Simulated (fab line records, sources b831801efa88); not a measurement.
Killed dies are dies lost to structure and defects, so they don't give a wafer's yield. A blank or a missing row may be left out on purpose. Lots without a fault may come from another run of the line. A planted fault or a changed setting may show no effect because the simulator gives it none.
Which tool did it? | flow sky130 | 6 lots, 18 wafers sampled, at 3 steps of a route of 708

WHAT THE GAUGES READ, wafer by wafer
SKY_VT_ADJUST_HVTP_CD_MEAS_07: target cd 380 nm.
lot  | measured     | on        | cd_nm (nm)
L561 | day 6 07:53  | cd_sem-02 | 382.8 383.7 384.1
L565 | day 7 11:07  | cd_sem-02 | 379.0 382.3 380.2
L569 | day 8 09:52  | cd_sem-01 | 378.6 378.7 377.0
L572 | day 9 12:06  | cd_sem-01 | 381.2 380.3 379.8
L576 | day 10 06:30 | cd_sem-02 | 380.6 379.7 380.3
L580 | day 11 12:20 | cd_sem-01 | 384.8 366.5 383.2

WHICH TOOL RAN EACH LOT (tool, then ch and the chambers of the sampled wafers, then the start)
lot  | SKY_NWELL_STRIP_25                   | SKY_VT_ADJUST_HVTP_EXPOSE_04
L561 | plasma_asher-04 ch 0,1, day 5 13:05  | iline_stepper-01 ch 0, day 5 22:58
L565 | plasma_asher-02 ch 0,1, day 6 15:24  | iline_stepper-01 ch 0, day 7 01:25
L569 | plasma_asher-04 ch 0,1, day 7 13:41  | iline_stepper-02 ch 0, day 8 00:01
L572 | plasma_asher-04 ch 0,1, day 8 13:04  | iline_stepper-02 ch 0, day 9 00:49
L576 | plasma_asher-04 ch 0,1, day 9 08:02  | iline_stepper-02 ch 0, day 9 19:50
L580 | plasma_asher-04 ch 0,1, day 10 12:53 | iline_stepper-01 ch 0, day 11 00:40
- SKY_NWELL_STRIP_25: strips in O2/N2.
- SKY_VT_ADJUST_HVTP_EXPOSE_04: exposes mask HVTPM, target cd 380 nm.

THE ANSWER, worked out from the rows above alone
Rule: what is usual is taken from the lots themselves. Put in order of their means at a reading, lots are off if they are a third of the lots or fewer, leave a main group of 4 or more, and stand apart from it by a gap of 3 or more times the standard deviation of the main group's means; of several such gaps the widest counts. A main group whose means are all the same, to the digits that the tables above print for the reading, isn't used. A lot without any number at a reading at which 4 lots or more have one is off too. The other lots that the step has rows for count as sound.
No lot is off at any reading shown: from this, nothing can be told.

WHAT THE SIMULATOR HAD PUT IN
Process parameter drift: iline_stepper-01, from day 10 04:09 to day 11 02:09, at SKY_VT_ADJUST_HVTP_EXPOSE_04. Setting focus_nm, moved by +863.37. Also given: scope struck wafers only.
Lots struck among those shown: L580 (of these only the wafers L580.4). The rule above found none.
